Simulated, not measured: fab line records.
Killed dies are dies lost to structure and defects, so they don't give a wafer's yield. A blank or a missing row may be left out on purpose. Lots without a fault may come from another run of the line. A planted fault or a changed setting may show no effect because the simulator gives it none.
What tool caused it? -- flow gf180mcu -- 13 lots, 38 wafers sampled, at 5 steps of a route of 602

WHAT THE GAUGES READ, wafer by wafer
GF_SAB_CD_MEAS_09 targets a cd of 420 nm.
lot,measured,on,cdNm (nm)
L488,day 15 01:55,cdSem-02,420.9 420.9
L489,day 15 07:10,cdSem-01,420.6 420.4 421.4
L492,day 16 09:55,cdSem-02,423.6 421.4 424.3
L495,day 17 18:31,cdSem-01,418.3 418.5 418.9
L500,day 19 13:32,cdSem-01,421.4 421.8 424.5
L502,day 20 03:49,cdSem-02,419.2 419.5 418.8
L503,day 20 11:58,cdSem-02,426.0 425.6 425.2
L504,day 20 18:37,cdSem-02,420.2 420.1 420.2
L506,day 21 05:56,cdSem-02,418.5 420.3 417.5
L507,day 21 23:49,cdSem-01,420.3 419.0 419.1
L508,day 22 05:55,cdSem-01,418.6 421.5 418.5
L510,day 23 07:56,cdSem-01,421.3 420.1 419.6
L511,day 23 09:34,cdSem-02,415.7 417.5 416.1

GF_SAB_OVL_MEAS_10.
lot,measured,on,SAB_OVL (nm)
L488,day 15 02:01,overlay-01,-0.3 1.6
L489,day 15 07:16,overlay-01,1.0 0.8 0.3
L492,day 16 10:01,overlay-01,-1.5 0.4 -1.1
L495,day 17 18:36,overlay-02,0.8 1.0 0.5
L500,day 19 13:38,overlay-02,0.2 -0.2 -0.2
L502,day 20 03:55,overlay-02,1.9 1.0 2.1
L503,day 20 12:04,overlay-02,-0.6 1.7 -2.3
L504,day 20 18:43,overlay-02,2.9 2.3 1.9
L506,day 21 06:02,overlay-01,0.0 0.0 1.1
L507,day 21 23:55,overlay-02,0.9 2.4 2.2
L508,day 22 06:00,overlay-02,0.7 1.8 1.0
L510,day 23 08:02,overlay-01,1.7 0.9 2.3
L511,day 23 09:41,overlay-01,-0.1 -1.0 -1.3

GF_CONTACT_CD_MEAS_14 targets a cd of 220 nm.
lot,measured,on,cdNm (nm)
L488,day 16 00:34,cdSem-02,221.0 220.5
L489,day 16 06:04,cdSem-02,220.6 221.7 221.6
L492,day 17 09:37,cdSem-02,219.2 217.8 218.1
L495,day 18 20:02,cdSem-01,193.9 194.2 192.6
L500,day 20 15:29,cdSem-01,220.0 220.5 219.3
L502,day 21 04:31,cdSem-01,222.6 221.8 222.2
L503,day 21 13:07,cdSem-02,220.6 218.9 220.6
L504,day 21 20:34,cdSem-02,221.1 221.3 221.7
L506,day 22 07:31,cdSem-01,220.3 221.0 219.7
L507,day 23 00:46,cdSem-02,219.5 220.4 221.3
L508,day 23 07:19,cdSem-01,221.8 222.2 221.1
L510,day 24 08:18,cdSem-02,221.7 221.0 220.2
L511,day 24 09:59,cdSem-02,219.9 220.7 220.8

WHICH TOOL RAN EACH LOT (tool, then ch and the chambers of the sampled wafers, then the start)
lot,GF_SAB_STRIP_13,GF_CONTACT_EXPOSE_11
L488,"plasmaAsher-04 ch 0, day 15 02:12","krfScanner-01 ch 0, day 15 13:59"
L489,"plasmaAsher-02 ch 0,1, day 15 07:28","krfScanner-02 ch 0, day 15 19:27"
L492,"plasmaAsher-02 ch 0,1, day 16 10:12","krfScanner-02 ch 0, day 16 22:28"
L495,"plasmaAsher-01 ch 0,1, day 17 18:48","krfScanner-02 ch 0, day 18 08:22"
L500,"plasmaAsher-04 ch 0,1, day 19 13:50","krfScanner-01 ch 0, day 20 03:31"
L502,"plasmaAsher-04 ch 0,1, day 20 04:07","krfScanner-01 ch 0, day 20 17:19"
L503,"plasmaAsher-02 ch 0,1, day 20 12:15","krfScanner-01 ch 0, day 21 01:33"
L504,"plasmaAsher-01 ch 0,1, day 20 18:55","krfScanner-02 ch 0, day 21 08:34"
L506,"plasmaAsher-02 ch 0,1, day 21 06:14","krfScanner-02 ch 0, day 21 19:41"
L507,"plasmaAsher-04 ch 0,1, day 22 00:07","krfScanner-01 ch 0, day 22 13:11"
L508,"plasmaAsher-01 ch 0,1, day 22 06:13","krfScanner-02 ch 0, day 22 19:46"
L510,"plasmaAsher-02 ch 0,1, day 23 08:13","krfScanner-02 ch 0, day 23 21:34"
L511,"plasmaAsher-02 ch 0,1, day 23 09:53","krfScanner-02 ch 0, day 23 23:17"
- GF_SAB_STRIP_13: strips in O2/N2.
- GF_CONTACT_EXPOSE_11: exposes mask Contact, target cd 220 nm.

AS READ BY THE TOOLS THEMSELVES (means over the sampled wafers that have a number; for cases with no such wafer, the mark the record gives instead)
GF_SAB_STRIP_13.
lot,tool,drypumpMotorCurrentA (A),heaterPowerW (W),oesProductAu (a.u.),stripTimeToEndpointS (s)
L488,plasmaAsher-04,5.53,304,0.708,12.66
L489,plasmaAsher-02,5.56,328,0.707,12.64
L492,plasmaAsher-02,5.73,314,0.710,12.61
L495,plasmaAsher-01,5.80,392,0.711,12.59
L500,plasmaAsher-04,5.75,302,0.710,12.66
L502,plasmaAsher-04,5.96,297,0.714,12.62
L503,plasmaAsher-02,5.76,329,0.709,12.64
L504,plasmaAsher-01,5.87,447,0.707,12.62
L506,plasmaAsher-02,5.58,327,0.711,12.62
L507,plasmaAsher-04,5.93,292,0.714,12.58
L508,plasmaAsher-01,5.84,391,0.705,12.56
L510,plasmaAsher-02,5.59,331,0.710,12.65
L511,plasmaAsher-02,5.60,326,0.715,12.61

GF_CONTACT_EXPOSE_11.
lot,tool,stageVelMmS (mm/s)
L488,krfScanner-01,500.00
L489,krfScanner-02,500.21
L492,krfScanner-02,500.18
L495,krfScanner-02,499.79
L500,krfScanner-01,499.94
L502,krfScanner-01,499.97
L503,krfScanner-01,500.13
L504,krfScanner-02,499.85
L506,krfScanner-02,500.29
L507,krfScanner-01,500.09
L508,krfScanner-02,500.23
L510,krfScanner-02,499.97
L511,krfScanner-02,500.10

THE ANSWER, worked out from the rows above alone
Rule: the lots themselves supply what counts as usual. The widest of any qualifying gaps counts: lots, ordered by their means at a reading, are off when they make up no more than a third of the lots, leave a main group of 4 or more, and stand apart from it by 3 or more times the standard deviation of that group's means. A main group is skipped when, at the precision printed for the reading in the tables above, its means are all equal. Also off: a lot with no number at a reading for which 4 or more lots have one. Any other lot the step has rows for is counted as sound. Order of review: gauges by route order, followed by the tools' own readings, for which a lot's mean as printed above is used. At the first step where some lot is off, the reading lying furthest off is the one used; lots without a number count as furthest.
Off at GF_CONTACT_CD_MEAS_14 (cdNm): L495. The main group: mean 220.7 nm, standard deviation 0.95.
A tool fits if, at a process step before that reading, it ran every lot that is off, and no sound lot after the first of them. The gauges at GF_CONTACT_CD_MEAS_14 aren't tried: what is off there is off at GF_SAB_STRIP_13 too, on other tools, and a gauge's error can't cause that. Of those tried, none fits.

WHAT WAS PUT IN BY THE SIMULATOR
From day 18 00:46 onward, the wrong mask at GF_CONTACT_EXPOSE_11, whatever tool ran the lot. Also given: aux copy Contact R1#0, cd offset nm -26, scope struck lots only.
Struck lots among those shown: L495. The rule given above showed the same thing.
